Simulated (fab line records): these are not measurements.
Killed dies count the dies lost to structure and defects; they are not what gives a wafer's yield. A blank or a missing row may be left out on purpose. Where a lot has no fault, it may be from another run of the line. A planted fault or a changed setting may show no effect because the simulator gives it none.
Problem report, 8D (eight disciplines) form, completed by code || flow gf180mcu || the parts of the form that need people (team, actions taken, sign-off) are left out

## 1. THE ISSUE
V1_CVD_02_THK at GF_V1_THK_MEAS_03 reads a mean of 921 nm on 6 wafers of 2 lots; wafers without a fault read 848 nm with a standard deviation of 10. That is +7.3 standard deviations from the usual mean.
The first sign was on wafer L782.3 at day 23 09:59, on film_metro-03. At this step, 33 wafers from 11 lots have a number in the record. The rule behind "out" and "out of limits": a value lying over 4 standard deviations away from the usual mean. The rest of the wafers with a number are treated as sound.

## 2. WHAT IT IS AND WHAT IT IS NOT
{"question": "which readings at this step", "is": "V1_CVD_02_THK", "is not": "-"}
{"question": "which lots", "is": "L782, L783", "is not": "L765, L768, L769, L771, L772, L773, L784, L786, L787"}
{"question": "which wafers of those lots", "is": "all that have a number", "is not": "-"}
{"question": "read on which gauges", "is": "film_metro-03", "is not": "film_metro-01, film_metro-02"}
{"question": "when", "is": "from day 23 09:59", "is not": "up to then (18 sound wafers); but 9 sound wafers of L784, L786, L787 came after"}

## 3. SUSPECTS, AND WHAT RULES EACH OUT
Counting: any tool at a process step up to the reading is kept as a suspect provided that every lot that is out went through it and no sound lot did after the first of them.
- ruled out: the gauge at GF_V1_THK_MEAS_03. All the wafers that are out were read on film_metro-03, but those of them that GF_V1_CVD_02 has rows for are out there too, on other tools.
- pecvd-02 at GF_V1_CVD_02 (deposits SiO2 from TEOS, target thk 850 nm, time 94.851 s): kept. All lots that are out passed through it, beginning with L782 at day 23 09:53, and no sound lot followed; its final sound lot before that point was L769 at day 18 11:39. On those wafers its own readings are out: run_length_s.
Remaining after the count: pecvd-02 at GF_V1_CVD_02.

## 4. THE CAUSE (what the simulator had put in)
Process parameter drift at GF_V1_CVD_02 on pecvd-02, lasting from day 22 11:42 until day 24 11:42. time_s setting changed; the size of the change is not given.
The count eliminated every tool but this one.

## 5. THE EFFECT CHAIN, in route order
One row per reading whose mean, taken over the struck wafers that have a number, lies over 3 standard deviations from the usual. Readings are gone through only where the record gives a usual standard deviation; hours: the median, over the lots, of the time from a lot's start at the first step in this table giving one to that lot's start at this step; sigmas: the change measured in usual standard deviations.
{"hours": 0, "step": "GF_V1_CVD_02", "reading": "run_length_s", "usual": "122.6 s", "on struck wafers": 131.7, "change": "+9.1", "sigmas": "+23"}
{"hours": 0, "step": "GF_V1_THK_MEAS_03", "reading": "V1_CVD_02_THK", "usual": "848 nm", "on struck wafers": 921, "change": "+73", "sigmas": "+7.3"}
{"hours": 0, "step": "GF_V1_CMP_04", "reading": "time_to_endpoint_s", "usual": "80 s", "on struck wafers": 108, "change": "+28", "sigmas": "+5.7"}
The process steps in it:
- GF_V1_CVD_02: deposits SiO2 from TEOS, target thk 850 nm, time 94.851 s.
- GF_V1_CMP_04: polishes SiO2.

## 6. HOW IT WOULD HAVE BEEN CAUGHT EARLIER
The first out-of-limits reading at a measuring or inspecting step in this record came at day 23 09:59, 22 hours after the fault's start at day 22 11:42.
At GF_V1_CVD_02, the tool's own readings (run_length_s) were out on each struck wafer the step has a row for, so an alarm limit on them would have fired on the first such wafer.
Among the 2 lots that are out, L783 began GF_V1_CVD_02 on pecvd-02 after day 23 09:59. Had the tool been put on hold then, it would have been spared.
